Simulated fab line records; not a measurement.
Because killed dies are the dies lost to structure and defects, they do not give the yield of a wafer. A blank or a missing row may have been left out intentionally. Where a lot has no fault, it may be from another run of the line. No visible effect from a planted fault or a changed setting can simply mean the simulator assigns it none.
What tool caused it? -- flow gf180mcu -- 11 lots, 33 wafers sampled, at 7 steps of a route of 602

== WHAT THE GAUGES SHOWED, per wafer ==
GF_M4_RS_MEAS_05: measures by four-point-probe.
lot,measured,on,M4_ALCU_RS (ohm/sq)
L502,day 22 22:26,filmMetro-04,0.0709 0.0708 0.0690
L503,day 23 01:17,filmMetro-04,0.0707 0.0714 0.0704
L504,day 23 11:46,filmMetro-02,0.0702 0.0703 0.0694
L505,day 23 23:11,filmMetro-02,0.0685 0.0688 0.0686
L506,day 24 05:46,filmMetro-03,0.0701 0.0686 0.0698
L514,day 26 15:01,filmMetro-03,0.0706 0.0702 0.0701
L515,day 26 23:11,filmMetro-02,0.0699 0.0699 0.0707
L518,day 27 19:53,filmMetro-02,0.0702 0.0686 0.0705
L520,day 28 13:18,filmMetro-02,0.0699 0.0679 0.0696
L522,day 28 22:23,filmMetro-03,0.0699 0.0698 0.0694
L523,day 29 12:17,filmMetro-04,0.0697 0.0693 0.0701

GF_V5_RS_MEAS_24: measures by four-point-probe.
lot,measured,on,V5_W_RS (ohm/sq)
L502,day 27 14:16,filmMetro-01,0.325 0.332 0.327
L503,day 27 17:08,filmMetro-01,0.323 0.325 0.325
L504,day 28 02:29,filmMetro-03,0.328 0.331 0.324
L505,day 28 15:09,filmMetro-02,0.333 0.326 0.327
L506,day 28 18:38,filmMetro-01,0.332 0.333 0.330
L514,day 30 22:40,filmMetro-01,0.459 0.443 0.460
L515,day 31 05:49,filmMetro-03,0.459 0.458 0.461
L518,day 31 23:25,filmMetro-03,0.328 0.330 0.329
L520,day 32 14:29,filmMetro-02,0.332 0.331 0.331
L522,day 32 22:11,filmMetro-02,0.329 0.332 0.335
L523,day 33 08:50,filmMetro-02,0.328 0.329 0.328

GF_V5_THK_MEAS_25: measures by xrf.
lot,measured,on,V5_W_THK (nm)
L502,day 27 14:22,filmMetro-01,355 347 350
L503,day 27 17:16,filmMetro-01,354 351 353
L504,day 28 02:37,filmMetro-03,354 355 361
L505,day 28 15:16,filmMetro-02,349 355 354
L506,day 28 18:45,filmMetro-01,343 344 346
L514,day 30 22:47,filmMetro-01,252 261 250
L515,day 31 05:56,filmMetro-03,254 256 253
L518,day 31 23:31,filmMetro-03,357 355 353
L520,day 32 14:37,filmMetro-02,347 348 347
L522,day 32 22:19,filmMetro-02,350 349 346
L523,day 33 08:56,filmMetro-02,354 356 354

GF_TOP_METAL_CD_MEAS_14: target cd 440 nm.
lot,measured,on,cdNm (nm)
L502,day 28 10:39,cdSem-02,439.8 442.2 440.2
L503,day 28 14:01,cdSem-02,439.4 438.5 439.0
L504,day 28 23:11,cdSem-01,435.8 435.3 438.2
L505,day 29 11:08,cdSem-02,442.9 439.1 443.6
L506,day 29 14:35,cdSem-02,438.0 438.4 440.0
L514,day 31 16:43,cdSem-02,441.2 442.6 441.1
L515,day 31 23:47,cdSem-02,437.3 438.9 435.8
L518,day 32 16:14,cdSem-02,440.5 441.4 441.7
L520,day 33 07:07,cdSem-02,438.0 438.0 436.8
L522,day 33 14:26,cdSem-02,437.9 440.0 440.7
L523,day 34 00:42,cdSem-01,439.3 438.3 438.7

== TOOL THAT RAN EACH LOT (tool first, then ch and the chambers of the sampled wafers, then the start) ==
lot,GF_M4_SPUTTER_04,GF_V5_CVD_23,GF_V5_CMP_26
L502,"pvdSputter-04, day 22 22:23","cvdW-02 ch 0,1, day 27 14:08","cmp-01 ch 0,1, day 27 14:28"
L503,"pvdSputter-02, day 23 01:14","cvdW-02 ch 0,1, day 27 17:02","cmp-01 ch 0,1,2, day 27 17:19"
L504,"pvdSputter-01, day 23 11:43","cvdW-02 ch 1, day 28 02:23","cmp-02 ch 0,1,3, day 28 02:43"
L505,"pvdSputter-04, day 23 23:08","cvdW-01 ch 0,1, day 28 15:01","cmp-02 ch 1,2, day 28 15:19"
L506,"pvdSputter-04, day 24 05:42","cvdW-01 ch 0,1, day 28 18:31","cmp-01 ch 1,3, day 28 18:51"
L514,"pvdSputter-02, day 26 14:58","cvdW-02 ch 0,1, day 30 22:33","cmp-02 ch 0,1, day 30 22:50"
L515,"pvdSputter-02, day 26 23:08","cvdW-02 ch 0, day 31 05:41","cmp-02 ch 0,3, day 31 05:59"
L518,"pvdSputter-01, day 27 19:50","cvdW-01 ch 0,1, day 31 23:17","cmp-01 ch 1,2,3, day 31 23:43"
L520,"pvdSputter-01, day 28 13:15","cvdW-01 ch 0,1, day 32 14:22","cmp-02 ch 0,1, day 32 14:40"
L522,"pvdSputter-02, day 28 22:20","cvdW-01 ch 0,1, day 32 22:04","cmp-02 ch 0,1,3, day 32 22:22"
L523,"pvdSputter-02, day 29 12:13","cvdW-01 ch 0,1, day 33 08:43","cmp-01 ch 1,3, day 33 09:10"
- GF_M4_SPUTTER_04: material TiN, target thk 50 nm, time 41.7 s.
- GF_V5_CVD_23: deposits W, target thk 350 nm, time 104.9 s.
- GF_V5_CMP_26: polishes, stops on SiO2, t overpolish 15 s, target thk 0 nm.

== AS READ BY THE TOOLS THEMSELVES (means over the sampled wafers that have a number; for cases with no such wafer, the mark the record gives instead) ==
GF_M4_SPUTTER_04.
lot,tool,throttleValvePct (%)
L502,pvdSputter-04,31.0
L503,pvdSputter-02,29.1
L504,pvdSputter-01,30.7
L505,pvdSputter-04,30.7
L506,pvdSputter-04,31.6
L514,pvdSputter-02,30.2
L515,pvdSputter-02,29.7
L518,pvdSputter-01,30.4
L520,pvdSputter-01,30.7
L522,pvdSputter-02,29.2
L523,pvdSputter-02,30.5

GF_V5_CVD_23.
lot,tool,heaterPowerW (W)
L502,cvdW-02,848
L503,cvdW-02,848
L504,cvdW-02,852
L505,cvdW-01,936
L506,cvdW-01,878
L514,cvdW-02,857
L515,cvdW-02,850
L518,cvdW-01,933
L520,cvdW-01,942
L522,cvdW-01,899
L523,cvdW-01,947

GF_V5_CMP_26.
lot,tool,motorCurrentA (A),timeToEndpointS (s)
L502,cmp-01,12.8,84
L503,cmp-01,12.6,87
L504,cmp-02,11.0,87
L505,cmp-02,11.3,85
L506,cmp-01,12.3,83
L514,cmp-02,10.8,66
L515,cmp-02,11.1,61
L518,cmp-01,12.4,89
L520,cmp-02,10.5,82
L522,cmp-02,10.8,84
L523,cmp-01,12.6,82

== THE ANSWER, worked out from the rows above alone ==
Rule: what is usual is taken from the lots themselves. Put in order of their means at a reading, lots are off if they are a third of the lots or fewer, leave a main group of 4 or more, and stand apart from it by a gap of 3 or more times the standard deviation of the main group's means; of several such gaps the widest counts. A main group whose means are all the same, to the digits that the tables above print for the reading, isn't used. Also off: a lot with no number at a reading for which 4 or more lots have one. All remaining lots with rows at the step are treated as sound. After the gauges, taken in route order, come the tools' own readings; for these a lot's mean is taken, as printed above. The first step at which some lot is off is used, and at that step the reading that is off furthest; a lot without a number counts as furthest.
Off: L514, L515, seen at GF_V5_RS_MEAS_24 (V5_W_RS). For the main group the mean is 0.329 ohm/sq and the standard deviation 0.0023.
A tool fits if, at a process step before that reading, it ran every lot that is off, and no sound lot after the first of them. Not tried: the gauges at GF_V5_RS_MEAS_24; whatever is off there is also off at GF_V5_CMP_26, on other tools, and gauge error can't account for it. One fits: cvdW-02 at GF_V5_CVD_23. A fault onset in the window from L504 (day 28 02:23, its last sound lot) to L514 (day 30 22:33, its first lot off) fits.

== WHAT WAS PUT IN BY THE SIMULATOR ==
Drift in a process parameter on cvdW-02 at GF_V5_CVD_23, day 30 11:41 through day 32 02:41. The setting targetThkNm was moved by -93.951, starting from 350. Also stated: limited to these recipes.
Lots struck among those shown: L514, L515. The rule above reached the same finding.
